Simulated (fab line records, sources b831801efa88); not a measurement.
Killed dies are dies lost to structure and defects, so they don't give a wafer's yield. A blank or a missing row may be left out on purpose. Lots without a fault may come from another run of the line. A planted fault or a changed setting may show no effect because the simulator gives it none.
fab line records | flow gf180mcu | part 1 of 2: steps 1 to 26 of 37
record lots=5 wafers=15 last_day=34
route steps=602 shown M3@421 V3@429 M4@456
lots that met no fault: from a run of the same line without faults
start_h: hours from the record's first day to the start of the lot's first wafer shown | wait_h: hours since the lot's step before | " the same as in the row above | L1.1+2: a row that stands for several wafers | - no value, or no start given | * or withheld: withheld | < > ~ a bound
route shown NAME@n: a module of which the file shows steps, and the number in the route of the first | usual: mean/standard deviation of fault-free wafers | same: alike in all rows | chamber/n: place in a boat | sites: the reading at each site | _std_site: their standard deviation | _edge_site: outer sites' mean less inner sites' | radius_mm: how far each site lies from the wafer's centre | mask NAME#n: copy n | behind: the tool/chamber that last shaped the wafer | hold: why the lot was held/for how many hours/how that ended | device: the transistor (n, p or np) that didn't switch | end of line: the same wafers' tests at the end of the route | a step without rows: its recipe alone | killed: dies lost to structure and defects at the first sort, not the wafer's yield | map: a wafer's dies, x killed, . not, _ none there
set.NAME: the setting as run; set.NAME@STEP: as run at that earlier step | model.NAME: the simulator's own value behind a step, which no gauge read
lots at some steps of the route; a table a step, a row a wafer
services: from which hour (start_h, from the record's first day; less than 0 if before it) a tool's chamber was out of use, for how many hours, and why
## steps
# step GF_M3_PEB_12
# recipe peb_temp_c=135 peb_time_s=90 resist=KrF
# usual heater_power_total_W=85.70/0.079
# columns lot.wafer tool chamber start_h wait_h heater_power_total_W
L082.3 litho_track-03 0 - - 85.66
L082.4 " 0 " " 85.70
L082.6 " 0 " " 85.75
L085.3 litho_track-03 0 - - 85.60
L085.4 " 0 " " 85.80
L085.6 " 0 " " 85.78
L087.2 litho_track-03 0 - - 85.66
L087.4 " 0 " " 85.77
L087.6 " 0 " " 85.89
L091.1 litho_track-03 0 - - 85.77
L091.3 " 0 " " 85.65
L091.5 " 0 " " 85.70
L096.1 litho_track-03 0 - - 85.69
L096.2 " 0 " " 85.74
L096.3 " 0 " " 85.64
# step GF_M3_DEVELOP_13
# recipe develop_time_s=60 dev_temp_c=21
# usual developer_temp_C=21.04/0.089
# columns lot.wafer tool chamber start_h wait_h developer_temp_C
L082.3 litho_track-03 0 550.99 0.1 21.16
L082.4 " 0 " " 21.06
L082.6 " 0 " " 21.08
L085.3 litho_track-03 0 585.34 0.1 20.87
L085.4 " 0 " " 20.88
L085.6 " 0 " " 20.93
L087.2 litho_track-03 0 600.52 0.2 20.92
L087.4 " 0 " " 21.00
L087.6 " 0 " " 21.01
L091.1 litho_track-03 0 641.54 0.2 20.97
L091.3 " 0 " " 20.91
L091.5 " 0 " " 20.97
L096.1 litho_track-03 0 663.99 0.2 21.01
L096.2 " 0 " " 21.09
L096.3 " 0 " " 21.04
# step GF_M3_CD_MEAS_14
# recipe target_cd_nm=280
# usual cd_nm=280.2/1.2
# columns lot.wafer tool chamber start_h wait_h cd_nm
L082.3 cd_sem-02 - 551.13 0.1 279.8
L082.4 " - " " 278.4
L082.6 " - " " 279.4
L085.3 cd_sem-02 - 585.48 0.1 282.2
L085.4 " - " " 281.5
L085.6 " - " " 281.4
L087.2 cd_sem-01 - 600.66 0.1 280.3
L087.4 " - " " 280.6
L087.6 " - " " 280.9
L091.1 cd_sem-01 - 641.69 0.1 280.6
L091.3 " - " " 280.2
L091.5 " - " " 281.1
L096.1 cd_sem-02 - 664.14 0.1 281.9
L096.2 " - " " 282.4
L096.3 " - " " 282.9
# step GF_M3_OVL_MEAS_15
# usual M3_OVL=-4/6.5
# columns lot.wafer tool chamber start_h wait_h M3_OVL[nm]
L082.3 overlay-02 - 551.22 0.1 3
L082.4 " - " " -3
L082.6 " - " " 6
L085.3 overlay-01 - 585.57 0.1 0
L085.4 " - " " 0
L085.6 " - " " 1
L087.2 overlay-01 - 600.77 0.1 -1
L087.4 " - " " -7
L087.6 " - " " -7
L091.1 overlay-02 - 641.81 0.1 -7
L091.3 " - " " -6
L091.5 " - " " -4
L096.1 overlay-01 - 664.26 0.1 -21
L096.2 " - " " -9
L096.3 " - " " -8
# step GF_M3_METAL_ETCH_16
# recipe chemistry=Cl2/BCl3 mask_material=KrF target_depth_nm=750.8 stop_on=SiO2 pressure_mtorr=8 icp_w=800 bias_w=140 Cl2_flow_sccm=80 bcl3_flow_sccm=40 time_s=125.1
# usual drypump_motor_current_A=5.9/0.44 oes_product_au=0.992/0.0053 throttle_valve_pct=28.228/0.0096
# columns lot.wafer tool chamber start_h wait_h drypump_motor_current_A oes_product_au rf_hours_counter_h throttle_valve_pct
L082.3 rie_metal-04 0 551.29 0.1 6.6 0.993 - 28.228
L082.4 " 1 " " 6.3 0.995 - 28.235
L082.6 " 1 " " 6.3 0.994 - 28.215
L085.3 rie_metal-01 0 585.64 0.1 5.5 0.982 - 28.242
L085.4 " 1 " " 5.4 0.990 - 28.229
L085.6 " 0 " " 5.4 0.997 - 28.238
L087.2 rie_metal-03 1 600.80 0.0 6.1 0.990 7 28.223
L087.4 " 1 " " 6.1 0.996 - 28.230
L087.6 " 1 " " 6.1 0.996 - 28.233
L091.1 rie_metal-01 0 641.85 0.0 5.5 0.988 4 28.242
L091.3 " 0 " " 5.5 0.988 - 28.232
L091.5 " 0 " " 5.5 0.986 - 28.235
L096.1 rie_metal-03 0 664.30 0.0 5.7 0.982 11 28.221
L096.2 " 1 " " 6.2 0.994 10 28.238
L096.3 " 1 " " 6.1 0.989 - 28.240
# step GF_M3_STRIP_17
# recipe chemistry=O2/N2 power_w=1400 pressure_mtorr=1500 platen_temp_c=250 o2_flow_sccm=3000 n2_flow_sccm=300 overash_fraction=0.5
# usual drypump_motor_current_A=6.04/0.22 heater_power_w=341/40 n2_flow_sccm=300.0/0.94 oes_product_au=0.536/0.0049 strip_time_to_endpoint_s=7.35/0.052
# columns lot.wafer tool chamber start_h wait_h drypump_motor_current_A heater_power_w n2_flow_sccm oes_product_au rf_hours_counter_h strip_time_to_endpoint_s
L082.3 plasma_asher-02 0 551.41 0.1 5.94 305 299.3 0.532 - 7.21
L082.4 " 1 " " 6.11 314 300.6 0.533 - 7.27
L082.6 " 1 " " 6.11 314 299.8 0.537 - 7.31
L085.3 plasma_asher-04 1 585.76 0.1 6.07 327 299.6 0.540 - 7.36
L085.4 " 0 " " 6.25 407 302.1 0.536 - 7.37
L085.6 " 0 " " 6.24 420 302.2 0.538 - 7.40
L087.2 plasma_asher-03 1 600.93 0.1 6.08 343 300.9 0.533 80 7.33
L087.4 " 0 " " 5.25 365 300.6 0.536 - 7.36
L087.6 " 1 " " 6.05 331 299.2 0.543 - 7.31
L091.1 plasma_asher-02 0 641.98 0.1 5.93 313 298.2 0.539 55 7.42
L091.3 " 1 " " 6.14 312 300.0 0.532 - 7.36
L091.5 " 1 " " 6.12 314 300.2 0.533 - 7.38
L096.1 plasma_asher-02 0 664.43 0.1 5.92 318 300.0 0.534 58 7.36
L096.2 " 1 " " 6.13 309 301.9 0.547 58 7.40
L096.3 " 1 " " 6.13 313 301.0 0.542 - 7.47
# step GF_M3_STRIP_18
# recipe chemistry=post_etch_residue_remover time_s=1200 temp_c=72.5
# columns lot.wafer tool chamber start_h wait_h
L082.3+4+6 wet_bench-01 1 551.48 0.0
L085.3+4+6 wet_bench-04 3 585.83 0.0
L087.2+4+6 wet_bench-02 2 601.03 0.1
L091.1+3+5 wet_bench-02 1 642.08 0.1
L096.1+2+3 wet_bench-02 1 664.53 0.1
# step GF_M3_CLEAN_19
# recipe chemistry=DIW dry=n2_spin
# columns lot.wafer tool chamber start_h wait_h
L082.3+4+6 wet_bench-04 0 551.85 0.0
L085.3+4+6 wet_bench-02 0 586.20 0.0
L087.2+4+6 wet_bench-04 3 601.37 0.0
L091.1+3+5 wet_bench-02 2 642.45 0.0
L096.1+2+3 wet_bench-04 0 664.87 0.0
# step GF_V3_CVD_00
# recipe material=SiO2 target_thk_nm=600 sigma_open_frac=0.3 temp_c=400 time_s=100 sih4_flow_sccm=60 pressure_mtorr=6
# usual sih4_flow_sccm=60.04/0.18
# columns lot.wafer tool chamber start_h wait_h sih4_flow_sccm
L082.3 hdpcvd-01 1 551.94 0.0 60.11
L082.4 " 2 " " 60.11
L082.6 " 1 " " 60.09
L085.3 hdpcvd-01 2 586.30 0.0 60.16
L085.4 " 1 " " 60.20
L085.6 " 2 " " 60.21
L087.2 hdpcvd-02 0 601.46 0.0 60.29
L087.4 " 0 " " 60.19
L087.6 " 1 " " 60.04
L091.1 hdpcvd-02 1 642.55 0.0 60.16
L091.3 " 2 " " 60.22
L091.5 " 2 " " 60.10
L096.1 hdpcvd-01 2 664.96 0.0 60.44
L096.2 " 0 " " 60.38
L096.3 " 1 " " 60.26
# step GF_V3_THK_MEAS_01
# recipe reads=SiO2_of_V3_CVD_00
# usual V3_CVD_00_THK=595/6.3
# columns lot.wafer tool chamber start_h wait_h V3_CVD_00_THK[nm]
L082.3 film_metro-03 - 552.03 0.1 596
L082.4 " - " " 593
L082.6 " - " " 594
L085.3 film_metro-02 - 586.39 0.1 600
L085.4 " - " " 601
L085.6 " - " " 603
L087.2 film_metro-03 - 601.54 0.0 591
L087.4 " - " " 600
L087.6 " - " " 599
L091.1 film_metro-04 - 642.62 0.0 591
L091.3 " - " " 600
L091.5 " - " " 593
L096.1 film_metro-04 - 665.03 0.0 597
L096.2 " - " " 594
L096.3 " - " " 603
# step GF_V3_CVD_02
# recipe material=SiO2 target_thk_nm=850 precursor=TEOS temp_c=400 time_s=94.851 rf_w=600
# usual heater_power_w=635/110
# columns lot.wafer tool chamber start_h wait_h heater_power_w
L082.3 pecvd-03 1 552.07 0.0 572
L082.4 " 1 " " 613
L082.6 " 2 " " 694
L085.3 pecvd-04 1 586.43 0.0 715
L085.4 " 1 " " 734
L085.6 " 0 " " 380
L087.2 pecvd-04 1 601.59 0.0 697
L087.4 " 1 " " 720
L087.6 " 0 " " 478
L091.1 pecvd-04 2 642.68 0.1 729
L091.3 " 0 " " 468
L091.5 " 1 " " 679
L096.1 pecvd-04 2 665.09 0.1 789
L096.2 " 0 " " 433
L096.3 " 1 " " 622
# step GF_V3_THK_MEAS_03
# recipe reads=SiO2_of_V3_CVD_02
# usual V3_CVD_02_THK=851/13
# columns lot.wafer tool chamber start_h wait_h V3_CVD_02_THK[nm]
L082.3 film_metro-02 - 552.16 0.1 848
L082.4 " - " " 863
L082.6 " - " " 869
L085.3 film_metro-03 - 586.52 0.1 826
L085.4 " - " " 849
L085.6 " - " " 857
L087.2 film_metro-04 - 601.67 0.0 835
L087.4 " - " " 843
L087.6 " - " " 875
L091.1 film_metro-03 - 642.75 0.0 860
L091.3 " - " " 852
L091.5 " - " " 862
L096.1 film_metro-04 - 665.16 0.0 837
L096.2 " - " " 856
L096.3 " - " " 815
# step GF_V3_CMP_04
# recipe material=SiO2 down_force_psi=4 platen_rpm=60 pad_velocity_m_s=0.94248
# usual motor_current_A=12.1/0.81 time_to_endpoint_s=78/5.5
# columns lot.wafer tool chamber start_h wait_h motor_current_A time_to_endpoint_s
L082.3 cmp-02 0 552.24 0.1 13.4 78
L082.4 " 2 " " 11.6 84
L082.6 " 0 " " 12.2 85
L085.4 cmp-01 0 586.56 0.0 11.8 78
L085.3 " 3 " " 12.4 66
L085.6 " 0 " " 12.2 83
L087.4 cmp-02 1 601.82 0.1 10.5 73
L087.2 " 2 " " 12.4 73
L087.6 " 3 " " 12.9 83
L091.1 cmp-02 1 642.81 0.1 10.9 83
L091.3 " 2 " " 12.2 82
L091.5 " 1 " " 10.4 83
L096.2 cmp-02 3 665.27 0.1 12.6 86
L096.3 " 0 " " 12.2 71
L096.1 " 1 " " 10.0 77
# step GF_V3_BOW_MEAS_05
# recipe mode=bow
# usual V3_BOW=113/8.3
# columns lot.wafer tool chamber start_h wait_h V3_BOW[um]
L082.3 film_metro-02 - 552.58 0.3 130
L082.4 " - " " 112
L082.6 " - " " 127
L085.3 film_metro-02 - 586.90 0.1 111
L085.4 " - " " 116
L085.6 " - " " 117
L087.2 film_metro-02 - 602.04 0.1 122
L087.4 " - " " 113
L087.6 " - " " 128
L091.1 film_metro-02 - 643.11 0.2 103
L091.3 " - " " 96
L091.5 " - " " 113
L096.1 film_metro-02 - 665.52 0.1 120
L096.2 " - " " 134
L096.3 " - " " 116
# step GF_V3_DEHYDRATE_06
# recipe temp_c=200 time_s=60
# usual heater_power_total_W=160.39/0.11
# columns lot.wafer tool chamber start_h wait_h heater_power_total_W
L082.3 litho_track-03 0 563.39 10.8 160.41
L082.4 " 0 " " 160.37
L082.6 " 0 " " 160.16
L085.3 litho_track-04 0 596.99 10.1 160.23
L085.4 " 0 " " 160.35
L085.6 " 0 " " 160.37
L087.2 litho_track-02 0 611.14 9.1 160.50
L087.4 " 0 " " 160.41
L087.6 " 0 " " 160.55
L091.1 litho_track-02 0 652.11 9.0 160.40
L091.3 " 0 " " 160.27
L091.5 " 0 " " 160.42
L096.1 litho_track-04 0 673.99 8.4 160.19
L096.2 " 0 " " 160.22
L096.3 " 0 " " 160.37
# step GF_V3_HMDS_07
# recipe prime_time_s=60 prime_temp_c=120
# columns lot.wafer tool chamber start_h wait_h
L082.3+4+6 litho_track-03 0 563.54 0.1
L085.3+4+6 litho_track-04 0 597.14 0.1
L087.2+4+6 litho_track-02 0 611.29 0.1
L091.1+3+5 litho_track-02 0 652.26 0.1
L096.1+2+3 litho_track-04 0 674.14 0.1
# step GF_V3_COAT_08
# recipe resist=BARC temp_c=withheld time_s=withheld spin_rpm=withheld resist_thk_nm=withheld
# columns lot.wafer tool chamber start_h wait_h
L082.3+4+6 litho_track-03 0 563.69 0.1
L085.3+4+6 litho_track-04 0 597.29 0.1
L087.2+4+6 litho_track-02 0 611.44 0.1
L091.1+3+5 litho_track-02 0 652.41 0.1
L096.1+2+3 litho_track-04 0 674.29 0.1
# step GF_V3_COAT_09
# recipe resist=KrF spin_rpm=withheld resist_thk_nm=1000
# columns lot.wafer tool chamber start_h wait_h
L082.3+4+6 litho_track-03 0 - -
L085.3+4+6 litho_track-04 0 - -
L087.2+4+6 litho_track-02 0 - -
L091.1+3+5 litho_track-02 0 - -
L096.1+2+3 litho_track-04 0 - -
# step GF_V3_SOFTBAKE_10
# recipe temp_c=130 time_s=60 resist=KrF
# usual heater_power_total_W=93.05/0.058
# columns lot.wafer tool chamber start_h wait_h heater_power_total_W
L082.3 litho_track-03 0 - - 92.88
L082.4 " 0 " " 92.97
L082.6 " 0 " " 93.06
L085.3 litho_track-04 0 - - 93.07
L085.4 " 0 " " 93.05
L085.6 " 0 " " 93.11
L087.2 litho_track-02 0 - - 93.06
L087.4 " 0 " " 93.02
L087.6 " 0 " " 93.07
L091.1 litho_track-02 0 - - 93.06
L091.3 " 0 " " 92.99
L091.5 " 0 " " 93.04
L096.1 litho_track-04 0 - - 93.08
L096.2 " 0 " " 92.96
L096.3 " 0 " " 93.05
# step GF_V3_EXPOSE_11
# recipe mask_id=Via3 target_cd_nm=260 na=0.68 source_shape=conventional sigma_outer=0.6 dose_mj=38
# usual focus_offset_nm=0.0/0.54
# columns lot.wafer tool chamber start_h wait_h mask focus_offset_nm
L082.3 krf_scanner-02 0 - - Via3#0 1.1
L082.4 " 0 " " Via3#0 -0.2
L082.6 " 0 " " Via3#0 0.5
L085.3 krf_scanner-02 0 - - Via3#0 0.1
L085.4 " 0 " " Via3#0 -0.2
L085.6 " 0 " " Via3#0 -0.2
L087.2 krf_scanner-01 0 - - Via3#0 -0.7
L087.4 " 0 " " Via3#0 0.2
L087.6 " 0 " " Via3#0 0.2
L091.1 krf_scanner-02 0 - - Via3#0 -0.4
L091.3 " 0 " " Via3#0 0.5
L091.5 " 0 " " Via3#0 0.2
L096.1 krf_scanner-01 0 - - Via3#0 1.3
L096.2 " 0 " " Via3#0 1.2
L096.3 " 0 " " Via3#0 0.9
# step GF_V3_PEB_12
# recipe peb_temp_c=135 peb_time_s=90 resist=KrF
# usual heater_power_total_W=85.69/0.085
# columns lot.wafer tool chamber start_h wait_h heater_power_total_W
L082.3 litho_track-03 0 - - 85.83
L082.4 " 0 " " 85.74
L082.6 " 0 " " 85.83
L085.3 litho_track-03 0 - - 85.73
L085.4 " 0 " " 85.70
L085.6 " 0 " " 85.76
L087.2 litho_track-03 0 - - 85.54
L087.4 " 0 " " 85.53
L087.6 " 0 " " 85.73
L091.1 litho_track-04 0 - - 85.56
L091.3 " 0 " " 85.84
L091.5 " 0 " " 85.64
L096.1 litho_track-03 0 - - 85.74
L096.2 " 0 " " 85.65
L096.3 " 0 " " 85.76
# step GF_V3_DEVELOP_13
# recipe develop_time_s=60 resist=KrF dev_temp_c=21
# usual developer_temp_C=20.99/0.11
# columns lot.wafer tool chamber start_h wait_h developer_temp_C
L082.3 litho_track-03 0 574.04 0.1 21.15
L082.4 " 0 " " 21.19
L082.6 " 0 " " 21.33
L085.3 litho_track-03 0 608.14 0.1 20.92
L085.4 " 0 " " 20.89
L085.6 " 0 " " 20.77
L087.2 litho_track-03 0 622.37 0.2 20.99
L087.4 " 0 " " 20.90
L087.6 " 0 " " 21.02
L091.1 litho_track-04 0 661.59 0.2 21.04
L091.3 " 0 " " 21.02
L091.5 " 0 " " 20.85
L096.1 litho_track-03 0 683.84 0.2 20.83
L096.2 " 0 " " 21.03
L096.3 " 0 " " 20.87
# step GF_V3_CD_MEAS_14
# recipe target_cd_nm=260
# usual cd_nm=259.9/1.4
# columns lot.wafer tool chamber start_h wait_h cd_nm
L082.3 cd_sem-02 - 574.18 0.1 263.1
L082.4 " - " " 262.3
L082.6 " - " " 260.5
L085.3 cd_sem-01 - 608.28 0.1 258.4
L085.4 " - " " 260.8
L085.6 " - " " 258.6
L087.2 cd_sem-02 - 622.51 0.1 262.0
L087.4 " - " " 263.5
L087.6 " - " " 261.7
L091.1 cd_sem-02 - 661.74 0.1 260.8
L091.3 " - " " 260.3
L091.5 " - " " 259.3
L096.1 cd_sem-02 - 683.99 0.1 257.7
L096.2 " - " " 258.2
L096.3 " - " " 259.0
# step GF_V3_OVL_MEAS_15
# usual V3_OVL=2/4.9
# columns lot.wafer tool chamber start_h wait_h V3_OVL[nm]
L082.3 overlay-02 - 574.27 0.1 3
L082.4 " - " " -7
L082.6 " - " " 2
L085.3 overlay-02 - 608.37 0.1 -1
L085.4 " - " " 1
L085.6 " - " " 5
L087.2 overlay-01 - 622.62 0.1 1
L087.4 " - " " -1
L087.6 " - " " -3
L091.1 overlay-01 - 661.86 0.1 -4
L091.3 " - " " 0
L091.5 " - " " -8
L096.1 overlay-01 - 684.11 0.1 3
L096.2 " - " " 3
L096.3 " - " " 1
# step GF_V3_ETCH_16
# recipe chemistry=N2/H2 target_depth_a=withheld overetch_a=withheld time_s=withheld target=BARC ion_energy_ev=200 source_w=500 bias_w=100 pressure_mtorr=30 n2_flow_sccm=100 h2_flow_sccm=200
# usual drypump_motor_current_A=5.6/0.38 n2_flow_sccm=100.0/0.33 oes_product_au=0.854/0.0054 throttle_valve_pct=13.226/0.0094
# columns lot.wafer tool chamber start_h wait_h drypump_motor_current_A n2_flow_sccm oes_product_au throttle_valve_pct
L082.3 rie_diel-04 3 574.30 0.0 6.0 99.9 0.844 13.224
L082.4 " 1 " " 6.0 100.8 0.848 13.212
L082.6 " 1 " " 6.0 100.5 0.855 13.216
L085.3 rie_diel-04 3 608.40 0.0 5.9 100.7 0.851 13.215
L085.4 " 3 " " 5.9 100.0 0.867 13.239
L085.6 " 2 " " 5.4 99.7 0.852 13.216
L087.2 rie_diel-04 2 622.65 0.0 5.3 99.9 0.862 13.243
L087.4 " 3 " " 5.9 99.5 0.859 13.226
L087.6 " 3 " " 6.0 99.5 0.859 13.226
L091.1 rie_diel-04 0 661.90 0.0 5.6 100.0 0.851 13.215
L091.3 " 1 " " 6.0 99.7 0.848 13.246
L091.5 " 0 " " 5.6 99.9 0.854 13.236
L096.1 rie_diel-03 2 684.15 0.0 5.8 100.2 0.854 13.218
L096.2 " 0 " " 5.6 99.7 0.852 13.241
L096.3 " 3 " " 5.4 100.3 0.854 13.238
# step GF_V3_ETCH_17
# recipe chemistry=C4F8/O2/Ar mask_material=KrF target=SiO2 stop_on=TiN source_w=1500 bias_w=1200 pressure_mtorr=40 c4f8_flow_sccm=withheld O2_flow_sccm=6 Ar_flow_sccm=300 time_s=withheld target_depth_a=6350
# usual oes_product_au=0.855/0.0048
# columns lot.wafer tool chamber start_h wait_h oes_product_au
L082.3 rie_diel-04 3 - - 0.852
L082.4 " 1 " " 0.859
L082.6 " 1 " " 0.852
L085.3 rie_diel-04 3 - - 0.848
L085.4 " 3 " " 0.844
L085.6 " 2 " " 0.857
L087.2 rie_diel-04 2 - - 0.858
L087.4 " 3 " " 0.862
L087.6 " 3 " " 0.858
L091.1 rie_diel-04 0 - - 0.853
L091.3 " 1 " " 0.857
L091.5 " 0 " " 0.849
L096.1 rie_diel-03 2 - - 0.846
L096.2 " 0 " " 0.851
L096.3 " 3 " " 0.848
